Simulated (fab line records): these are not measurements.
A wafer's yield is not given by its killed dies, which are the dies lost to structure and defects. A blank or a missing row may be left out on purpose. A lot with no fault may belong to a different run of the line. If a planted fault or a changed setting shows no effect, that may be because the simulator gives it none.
Matching of chambers    flow gf180mcu    GF_V1_CMP_26 on cmp-02 has 4 sister chambers
The step polishes, stops on SiO2, t overpolish 15 s, target thk 0 nm. 4 wafers are shown with their chamber, then 7 later ones without.

## WAFERS, EACH WITH ITS CHAMBER
wafer   chamber  motorCurrentA (A)
L549.3  3        9.1
L549.4  2        10.0
L550.1  0        11.0
L550.3  1        10.6

## WAFERS WITHOUT THEIR CHAMBER
wafer   motorCurrentA (A)
L550.4  9.6
L551.2  10.8
L551.5  9.9
L551.6  10.1
L552.2  10.4
L552.4  11.0
L552.5  10.6

## THE CHAMBER EACH PASSED THROUGH
wafer    from the rows above       in truth
L550.4   can't be placed: 2 or 3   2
L551.2   can't be placed: 0 or 1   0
L551.5   2                         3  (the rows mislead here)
L551.6   2                         2
L552.2   can't be placed: 1 or 2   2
L552.4   0                         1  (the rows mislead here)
L552.5   1                         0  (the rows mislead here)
1 of 7 placed correctly. These rows do not allow placing 3 (true chamber among the candidates in 3). Number placed wrongly: 3.
How it was worked out, from the rows above alone: a wafer's distance from a chamber is the root of the sum, over the readings, of the square of ((its reading less the chamber's mean) divided by the reading's scatter). If the next closest chamber is less than 2 further off than the closest, the wafer can't be placed; otherwise it belongs to the closest. Each chamber's mean is taken over the wafers shown for it. The scatter: root of mean squared gap, hidden wafer to nearest shown wafer, with one shown wafer a chamber.
